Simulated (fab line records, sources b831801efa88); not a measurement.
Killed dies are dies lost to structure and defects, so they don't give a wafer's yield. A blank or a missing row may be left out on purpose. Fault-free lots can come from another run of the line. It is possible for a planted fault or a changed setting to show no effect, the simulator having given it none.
fab line records    flow sky130
record: lots: 12  wafers: 36  last-day: 50
route steps=708 shown LDD_LDN@299 METAL1@450 METAL2@483
lots untouched by any fault: they come from a run of this same line in which no faults occurred
start-h: hours from the record's opening day to when the first of the lot's shown wafers began    wait-h: time in hours since the lot's previous step    " unchanged from the row above    L1.1+2: several wafers, shown together as one row    - no value present, or no start provided    * or withheld: withheld    < > ~ a bound
route shown NAME@n: NAME is a module with steps in the file, n the number in the route of the first one    usual: mean/standard deviation taken from wafers without a fault    same: alike in all rows    chamber/n: place in a boat    sites: per-site readings    _std_site: standard deviation of those values    _edge_site: the outer-site mean with the inner-site mean subtracted    radius-mm: for every site, how far away it sits from the centre of the wafer    mask NAME#n: copy n    behind: the tool/chamber that last shaped the wafer    hold: what put the lot on hold/how long, in hours/how the hold closed    device: the transistor (n, p or np) that didn't switch    end of line: at the end of the route, the tests of the same wafers    a step with no rows: only its recipe    killed: dies lost to structure and defects at the first sort, not the wafer's yield    map: per-die view of a wafer (x killed, . not killed, _ where there is no die)
set.NAME: the run value of the setting; set.NAME@STEP: its run value at that earlier step    model.NAME: the simulator's own value behind a step, which no gauge read
a sample of lots followed through the steps of the route, with each step as a table and each wafer as a row
services: from which hour (start-h, from the record's first day; less than 0 if before it) a tool's chamber was out of use, for how many hours, and why
== steps ==
step: SKY_LDD_LDN_IMPLANT_10
recipe: species: As  energy-kev: 15  dose-cm2: 1.25e+13  tilt-deg: withheld  rotation-deg: 203
usual: rotation-deg: 202.99/0.047
lot.wafer  tool          chamber  start-h  wait-h  rotation-deg
L626.1     implanter-02  0        514.01   0.1     202.99
L626.3     "             0        "        "       202.98
L626.5     "             0        "        "       203.06
L628.2     implanter-01  0        537.73   0.1     202.96
L628.3     "             0        "        "       202.89
L628.4     "             0        "        "       202.93
L629.1     implanter-04  0        541.45   0.1     203.00
L629.3     "             0        "        "       202.99
L629.6     "             0        "        "       202.98
L631.2     implanter-02  0        576.28   0.1     202.99
L631.4     "             0        "        "       203.00
L631.5     "             0        "        "       202.97
L632.2     implanter-02  0        588.23   0.1     202.97
L632.3     "             0        "        "       202.99
L632.4     "             0        "        "       202.97
L634.2     implanter-02  0        606.08   0.1     202.94
L634.3     "             0        "        "       203.00
L634.4     "             0        "        "       202.99
L637.1     implanter-02  0        633.93   0.1     203.03
L637.4     "             0        "        "       202.97
L637.6     "             0        "        "       202.96
L637.1     implanter-02  0        634.38   0.4     203.01
L637.4     "             0        "        "       202.96
L637.6     "             0        "        "       203.00
L639.2     implanter-01  0        648.43   0.1     203.10
L639.3     "             0        "        "       203.03
L639.5     "             0        "        "       203.00
L639.2     implanter-01  0        648.74   0.3     203.05
L639.3     "             0        "        "       202.96
L639.5     "             0        "        "       203.02
L644.1     implanter-01  0        685.90   0.1     203.01
L644.3     "             0        "        "       203.01
L644.4     "             0        "        "       203.01
L647.1     implanter-01  0        698.85   0.1     203.03
L647.2     "             0        "        "       202.92
L647.4     "             0        "        "       202.94
L648.1     implanter-04  0        701.21   0.1     203.02
L648.2     "             0        "        "       202.98
L648.3     "             0        "        "       203.04
L649.1     implanter-01  0        713.85   0.1     203.00
L649.2     "             0        "        "       202.89
L649.5     "             0        "        "       202.96
step: SKY_LDD_LDN_TW_MEAS_13
usual: LDD_LDN_TW: 1464/8.3
lot.wafer  tool           chamber  start-h  wait-h  LDD_LDN_TW
L626.1     film-metro-03  -        514.41   0.1     1480
L626.3     "              -        "        "       1484
L626.5     "              -        "        "       1488
L628.2     film-metro-01  -        538.12   0.1     1462
L628.3     "              -        "        "       1467
L628.4     "              -        "        "       1465
L629.1     film-metro-01  -        541.85   0.1     1463
L629.3     "              -        "        "       1467
L629.6     "              -        "        "       1469
L631.2     film-metro-03  -        576.67   0.1     1466
L631.4     "              -        "        "       1468
L631.5     "              -        "        "       1467
L632.2     film-metro-03  -        588.62   0.1     1466
L632.3     "              -        "        "       1471
L632.4     "              -        "        "       1462
L634.2     film-metro-04  -        606.46   0.1     1464
L634.3     "              -        "        "       1461
L634.4     "              -        "        "       1469
L637.1     film-metro-03  -        634.93   0.1     1560
L637.4     "              -        "        "       1550
L637.6     "              -        "        "       1548
L639.2     film-metro-01  -        649.13   0.1     1563
L639.3     "              -        "        "       1556
L639.5     "              -        "        "       1555
L644.1     film-metro-04  -        686.30   0.1     1470
L644.3     "              -        "        "       1456
L644.4     "              -        "        "       1462
L647.1     film-metro-01  -        699.25   0.1     1470
L647.2     "              -        "        "       1460
L647.4     "              -        "        "       1464
L648.1     film-metro-03  -        701.61   0.1     1457
L648.2     "              -        "        "       1458
L648.3     "              -        "        "       1460
L649.1     film-metro-04  -        714.25   0.1     1457
L649.2     "              -        "        "       1454
L649.5     "              -        "        "       1470
step: SKY_METAL1_OVL_MEAS_16
usual: METAL1_OVL: 0/6.4
lot.wafer  tool        chamber  start-h  wait-h  METAL1_OVL[nm]
L626.1     overlay-01  -        753.78   0.1     0
L626.3     "           -        "        "       -2
L626.5     "           -        "        "       -5
L628.2     overlay-01  -        773.79   0.1     -6
L628.3     "           -        "        "       -1
L628.4     "           -        "        "       0
L629.1     overlay-01  -        777.09   0.1     -6
L629.3     "           -        "        "       2
L629.6     "           -        "        "       -1
L631.2     overlay-02  -        808.64   0.1     3
L631.4     "           -        "        "       2
L631.5     "           -        "        "       0
L632.2     overlay-02  -        815.19   0.1     0
L632.3     "           -        "        "       -7
L632.4     "           -        "        "       1
L634.2     overlay-02  -        833.50   0.1     6
L634.3     "           -        "        "       7
L634.4     "           -        "        "       5
L637.1     overlay-02  -        858.39   0.1     -1
L637.4     "           -        "        "       6
L637.6     "           -        "        "       9
L639.2     overlay-02  -        873.25   0.1     -1
L639.3     "           -        "        "       -4
L639.5     "           -        "        "       -8
L644.1     overlay-02  -        908.78   0.1     9
L644.3     "           -        "        "       10
L644.4     "           -        "        "       5
L647.1     overlay-02  -        919.59   0.1     -4
L647.2     "           -        "        "       2
L647.4     "           -        "        "       3
L648.1     overlay-01  -        922.98   0.1     -7
L648.2     "           -        "        "       -8
L648.3     "           -        "        "       -9
L649.1     overlay-02  -        933.09   0.1     5
L649.2     "           -        "        "       -11
L649.5     "           -        "        "       7
step: SKY_METAL1_STRIP_20
recipe: chemistry: O2/N2  power-w: 1400  pressure-mtorr: 1500  platen-temp-c: withheld  o2-flow-sccm: 3000  n2-flow-sccm: 300  overash-fraction: 0.5
usual: drypump-motor-current-A: 6.0/0.31  oes-product-au: 0.342/0.0052  strip-time-to-endpoint-s: 2.68/0.066
lot.wafer  tool             chamber  start-h  wait-h  drypump-motor-current-A  oes-product-au  rf-hours-counter-h  strip-time-to-endpoint-s
L626.1     plasma-asher-03  0        754.00   0.1     6.5                      0.347           59                  2.75
L626.3     "                1        "        "       5.8                      0.337           -                   2.62
L626.5     "                1        "        "       5.8                      0.349           -                   2.75
L628.2     plasma-asher-04  0        774.00   0.1     6.0                      0.348           3                   2.69
L628.3     "                1        "        "       6.3                      0.338           -                   2.66
L628.4     "                0        "        "       6.0                      0.338           -                   2.59
L629.1     plasma-asher-03  0        777.31   0.1     6.5                      0.337           61                  2.68
L629.3     "                1        "        "       5.8                      0.341           -                   2.65
L629.6     "                1        "        "       5.8                      0.345           -                   2.63
L631.2     plasma-asher-03  1        809.04   0.1     5.8                      0.339           65                  2.72
L631.4     "                0        "        "       6.5                      0.335           -                   2.69
L631.5     "                1        "        "       5.8                      0.341           -                   2.72
L632.2     plasma-asher-02  0        815.40   0.1     6.0                      0.355           39                  2.74
L632.3     "                1        "        "       5.6                      0.348           -                   2.63
L632.4     "                0        "        "       5.9                      0.345           -                   2.70
L634.2     plasma-asher-02  0        833.72   0.1     6.0                      0.339           41                  2.70
L634.3     "                0        "        "       5.9                      0.337           -                   2.73
L634.4     "                1        "        "       5.5                      0.340           -                   2.59
L637.1     plasma-asher-04  0        858.62   0.1     6.0                      0.347           7                   2.72
L637.4     "                1        "        "       6.3                      0.339           -                   2.69
L637.6     "                0        "        "       6.0                      0.335           -                   2.63
L639.2     plasma-asher-02  1        873.47   0.1     5.5                      0.342           46                  2.70
L639.3     "                0        "        "       5.9                      0.350           -                   2.75
L639.5     "                1        "        "       5.5                      0.342           -                   2.70
L644.1     plasma-asher-02  0        909.00   0.1     5.9                      0.341           49                  2.66
L644.3     "                1        "        "       5.5                      0.350           -                   2.75
L644.4     "                0        "        "       5.9                      0.345           -                   2.68
L647.1     plasma-asher-04  1        919.82   0.1     6.3                      0.345           14                  2.70
L647.2     "                0        "        "       6.0                      0.338           14                  2.57
L647.4     "                0        "        "       6.0                      0.345           -                   2.71
L648.1     plasma-asher-04  1        923.20   0.1     6.3                      0.339           14                  2.72
L648.2     "                0        "        "       6.0                      0.348           14                  2.61
L648.3     "                1        "        "       6.3                      0.353           -                   2.65
L649.1     plasma-asher-04  1        933.32   0.1     6.3                      0.340           15                  2.75
L649.2     "                0        "        "       6.0                      0.337           15                  2.64
L649.5     "                0        "        "       6.0                      0.340           -                   2.77
step: SKY_METAL2_SPUTTER_00
recipe: material: Ti  target-thk-nm: 15  power-w: 3000  time-s: 10  chamber-pressure-pa: 0.4
usual: throttle-valve-pct: 29.5/1
lot.wafer  tool            chamber  start-h  wait-h  throttle-valve-pct
L626.1     pvd-sputter-01  -        782.72   0.2     30.4
L626.3     "               -        "        "       28.4
L626.5     "               -        "        "       29.3
L628.2     pvd-sputter-01  -        803.95   0.2     30.5
L628.3     "               -        "        "       30.5
L628.4     "               -        "        "       29.5
L629.1     pvd-sputter-02  -        806.37   0.2     30.7
L629.3     "               -        "        "       30.6
L629.6     "               -        "        "       30.6
L631.2     pvd-sputter-01  -        837.83   0.2     29.4
L631.4     "               -        "        "       28.3
L631.5     "               -        "        "       30.7
L632.2     pvd-sputter-02  -        844.14   0.1     29.3
L632.3     "               -        "        "       31.0
L632.4     "               -        "        "       30.6
L634.2     pvd-sputter-02  -        861.54   0.1     30.7
L634.3     "               -        "        "       30.1
L634.4     "               -        "        "       29.4
L637.1     pvd-sputter-02  -        887.59   0.1     29.1
L637.4     "               -        "        "       30.3
L637.6     "               -        "        "       29.2
L639.2     pvd-sputter-02  -        901.62   0.2     30.7
L639.3     "               -        "        "       29.4
L639.5     "               -        "        "       30.8
L644.1     pvd-sputter-03  -        937.05   0.1     30.2
L644.3     "               -        "        "       28.5
L644.4     "               -        "        "       28.4
L647.1     pvd-sputter-02  -        946.83   0.2     30.6
L647.2     "               -        "        "       30.5
L647.4     "               -        "        "       30.7
L648.1     pvd-sputter-03  -        950.67   0.1     28.2
L648.2     "               -        "        "       28.5
L648.3     "               -        "        "       30.2
L649.1     pvd-sputter-01  -        960.11   0.2     28.6
L649.2     "               -        "        "       30.7
L649.5     "               -        "        "       28.8
== services ==
tool             chamber  start-h  hours  kind
plasma-asher-02  -        499.69   2.0    repair
implanter-02     -        522.17   3.8    pm
implanter-02     -        535.75   7.6    repair
pvd-sputter-02   -        560.31   3.2    repair
plasma-asher-02  -        560.78   0.3    repair
pvd-sputter-01   -        580.22   1.9    repair
plasma-asher-02  -        586.21   9.7    repair
plasma-asher-02  -        610.76   11.4   repair
pvd-sputter-01   -        668.75   5.3    repair
implanter-01     -        668.99   2.9    pm
implanter-02     -        679.75   21.2   repair
plasma-asher-04  -        733.75   9.0    pm
implanter-02     -        754.50   2.4    repair
implanter-02     -        756.33   4.0    repair
implanter-02     -        757.83   0.6    repair
plasma-asher-04  -        788.76   44.5   pm
implanter-02     -        789.10   6.0    pm
pvd-sputter-02   -        792.09   9.7    repair
implanter-01     -        798.09   1.1    repair
plasma-asher-04  -        871.86   1.4    repair
implanter-02     -        905.13   3.4    repair
implanter-02     -        918.43   1.9    repair
implanter-01     -        928.18   6.4    pm
pvd-sputter-02   -        951.73   0.9    repair
== key ==
first-sign: step: SKY_LDD_LDN_IMPLANT_10  reading: visit  direction: added
effect: step: SKY_LDD_LDN_TW_MEAS_13  reading: LDD_LDN_TW  direction: up  sigmas: 11  usual: 1464  struck: 1555
met-at SKY_LDD_LDN_IMPLANT_10
struck-lots L637,L639
tester-left-out L637,L639
not-acting-at SKY_METAL1_OVL_MEAS_16,SKY_METAL1_STRIP_20,SKY_METAL2_SPUTTER_00
fault: kind: repeated-step-whole  tool: implanter-01,implanter-02,implanter-04  chamber: -  onset-h: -  steps: SKY_LDD_LDN_IMPLANT_10  times: 1  scope: struck-lots-only
tester-left-out: of these lots the tester's yield and bins aren't shown, on N5 and GAA mostly nor the transistor test; their killed dies are dies lost to structure and defects alone, not to doping, threshold or leakage, so they don't give the yield
